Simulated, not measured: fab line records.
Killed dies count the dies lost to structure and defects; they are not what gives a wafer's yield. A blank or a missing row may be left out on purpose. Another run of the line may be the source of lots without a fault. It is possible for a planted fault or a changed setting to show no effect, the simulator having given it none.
Which tool was responsible?	flow sky130	12 lots, 34 wafers sampled, at 5 steps of a route of 708

WHAT THE GAUGES READ, wafer by wafer
SKY_VT_ADJUST_HVTP_OVL_MEAS_08. Usual: for VT_ADJUST_HVTP_OVL the level is 0.4 nm and the standard deviation is 1.5.
lot	measured	on	VT_ADJUST_HVTP_OVL (nm)	flag
L523	day 7 10:49	overlay-02	0.6 1.8 2.0	
L524	day 7 14:20	overlay-01	0.6 -0.4 2.0	
L525	day 7 19:29	overlay-02	-0.6 2.6 0.4	
L526	day 8 05:25	overlay-02	-3.7 -1.6 -0.5	
L527	day 8 07:28	overlay-02	2.4 0.6 -0.3	
L529	day 9 01:11	overlay-01	0.7 0.8 0.1	
L531	day 9 11:44	overlay-02	2.1 1.1	
L532	day 9 17:50	overlay-01	2.1 1.3	
L535	day 10 12:44	overlay-02	-2.1 -0.9 -1.9	
L540	day 11 23:10	overlay-01	0.6 0.9 2.1	
L541	day 12 03:06	overlay-01	0.4 0.5 0.0	
L542	day 12 10:10	overlay-01	0.5 -0.4 1.5	

SKY_VT_ADJUST_LVTN_OVL_MEAS_18. Usual: for VT_ADJUST_LVTN_01_OVL the level is 0.4 nm and the standard deviation is 1.4.
lot	measured	on	VT_ADJUST_LVTN_01_OVL (nm)	flag
L523	day 9 04:58	overlay-01	-0.1 2.2 2.0	
L524	day 9 09:26	overlay-02	-0.5 -1.2 0.4	
L525	day 9 14:50	overlay-02	-1.4 -0.7 2.0	
L526	day 10 01:58	overlay-01	1.0 -0.5 -0.1	
L527	day 10 04:01	overlay-02	2.2 1.5 2.4	
L529	day 10 23:04	overlay-02	-1.4 1.5 -0.6	
L531	day 11 10:01	overlay-01	0.6 0.7	
L532	day 11 16:19	overlay-02	0.5 0.3	
L535	day 12 11:55	overlay-01	-0.7 0.2 2.0	
L540	day 14 01:34	overlay-01	-1.6 -0.9 -0.9	
L541	day 14 06:20	overlay-01	2.5 -1.7 -1.7	
L542	day 14 13:37	overlay-01	1.3 0.9 3.5	

SKY_CONTACT_RS_MEAS_25: measurement is done with a four-point probe. Usual: for CONTACT_W_RS the level is 0.338 ohm/sq and the standard deviation is 0.0036.
lot	measured	on	CONTACT_W_RS (ohm/sq)	flag
L523	day 33 22:08	filmMetro-02	0.341 0.341 0.341	
L524	day 34 02:12	filmMetro-04	0.333 0.331 0.337	
L525	day 34 07:43	filmMetro-02	0.342 0.345 0.340	
L526	day 34 20:24	filmMetro-03	0.337 0.337 0.341	
L527	day 34 21:33	filmMetro-02	0.339 0.338 0.335	
L529	day 35 21:17	filmMetro-04	0.336 0.335 0.336	
L531	day 36 10:15	filmMetro-04	0.339 0.186 0.339 0.185	OFF
L532	day 36 20:13	filmMetro-03	0.188 0.347 0.188 0.347	OFF
L535	day 37 15:02	filmMetro-03	0.340 0.187 0.341 0.340 0.187 0.342	OFF
L540	day 38 23:43	filmMetro-03	0.336 0.338 0.338	
L541	day 39 05:22	filmMetro-04	0.331 0.336 0.335	
L542	day 39 14:28	filmMetro-04	0.341 0.340 0.340	

WHICH TOOL RAN EACH LOT (tool, then ch and the chambers of the sampled wafers, then the start)
lot	SKY_LDD_P_STRIP_10	SKY_CONTACT_CVD_24
L523	plasmaAsher-04 ch 0,1, day 21 05:40	cvdW-02 ch 0,1, day 33 22:02
L524	plasmaAsher-03 ch 0,1, day 21 13:18	cvdW-01 ch 0,1, day 34 02:03
L525	plasmaAsher-03 ch 0,1, day 21 17:30	cvdW-02 ch 0,1, day 34 07:37
L526	plasmaAsher-02 ch 0,1, day 22 09:07	cvdW-02 ch 0,1, day 34 20:17
L527	plasmaAsher-03 ch 0,1, day 22 09:46	cvdW-01 ch 0,1, day 34 21:26
L529	plasmaAsher-03 ch 0,1, day 23 14:17	cvdW-02 ch 0,1, day 35 21:10
L531	plasmaAsher-03 ch 0, day 24 03:18	cvdW-02 ch 0,1, day 36 10:08
L532	plasmaAsher-02 ch 0,1, day 24 13:34	cvdW-02 ch 1, day 36 20:04
L535	plasmaAsher-04 ch 0,1, day 25 14:25	cvdW-02 ch 0,1, day 37 14:56
L540	plasmaAsher-03 ch 0,1, day 27 02:34	cvdW-01 ch 0, day 38 23:35
L541	plasmaAsher-03 ch 0,1, day 27 09:57	cvdW-01 ch 0,1, day 39 05:14
L542	plasmaAsher-02 ch 0,1, day 27 17:58	cvdW-01 ch 0,1, day 39 14:21
- SKY_LDD_P_STRIP_10: strips in O2/N2.
- SKY_CONTACT_CVD_24: deposits W, target thk 340 nm, time 102.12 s.

AS READ BY THE TOOLS THEMSELVES (means over the sampled wafers that have a number; for cases with no such wafer, the mark the record gives instead)
SKY_LDD_P_STRIP_10. Usual: drypumpMotorCurrentA 5.6 A, standard deviation 0.38; oesProductAu 0.715 a.u., standard deviation 0.0042; stripTimeToEndpointS 14.17 s, standard deviation 0.034.
lot	tool	drypumpMotorCurrentA (A)	oesProductAu (a.u.)	stripTimeToEndpointS (s)	flag
L523	plasmaAsher-04	5.8	0.713	14.15	
L524	plasmaAsher-03	5.4	0.712	14.19	
L525	plasmaAsher-03	5.3	0.717	14.18	
L526	plasmaAsher-02	6.0	0.718	14.17	
L527	plasmaAsher-03	5.3	0.718	14.16	
L529	plasmaAsher-03	5.3	0.710	14.16	
L531	plasmaAsher-03	5.4	0.715	14.17	
L532	plasmaAsher-02	6.0	0.716	14.21	
L535	plasmaAsher-04	5.8	0.711	14.18	
L540	plasmaAsher-03	5.3	0.721	14.14	
L541	plasmaAsher-03	5.2	0.713	14.20	
L542	plasmaAsher-02	6.1	0.713	14.18	

SKY_CONTACT_CVD_24. Usual: heaterPowerW at 905 W, with a standard deviation of 95.
lot	tool	heaterPowerW (W)	flag
L523	cvdW-02	899	
L524	cvdW-01	886	
L525	cvdW-02	894	
L526	cvdW-02	979	
L527	cvdW-01	853	
L529	cvdW-02	987	
L531	cvdW-02	964	
L532	cvdW-02	1036	
L535	cvdW-02	911	
L540	cvdW-01	842	
L541	cvdW-01	852	
L542	cvdW-01	859	

THE ANSWER, worked out from the rows above alone
Rule: lot off if the mean of its wafers having a number is beyond 3 standard deviations from the usual mean. A lot without any number at a reading at which 4 lots or more have one is off too. Any other lot the step has rows for is counted as sound. The gauges are gone through in route order, then the tools' own readings, and for those a lot's mean is taken as printed above. At the first step where some lot is off, the reading lying furthest off is the one used; lots without a number count as furthest.
Off: at SKY_CONTACT_RS_MEAS_25 (CONTACT_W_RS), L531, L532, L535.
If a tool, at a process step before that reading, ran all the lots that are off and no sound lot after the first of them, it fits. Those tools and the gauges at SKY_CONTACT_RS_MEAS_25 are tried in the same way. One fits: SKY_CONTACT_CVD_24 on cvdW-02. A fault onset in the window from L529 (day 35 21:10, its last sound lot) to L531 (day 36 10:08, its first lot off) fits.

WHAT HAD BEEN PUT IN BY THE SIMULATOR
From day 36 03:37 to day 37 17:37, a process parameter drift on cvdW-02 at SKY_CONTACT_CVD_24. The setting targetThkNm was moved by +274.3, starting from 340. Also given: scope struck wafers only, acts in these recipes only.
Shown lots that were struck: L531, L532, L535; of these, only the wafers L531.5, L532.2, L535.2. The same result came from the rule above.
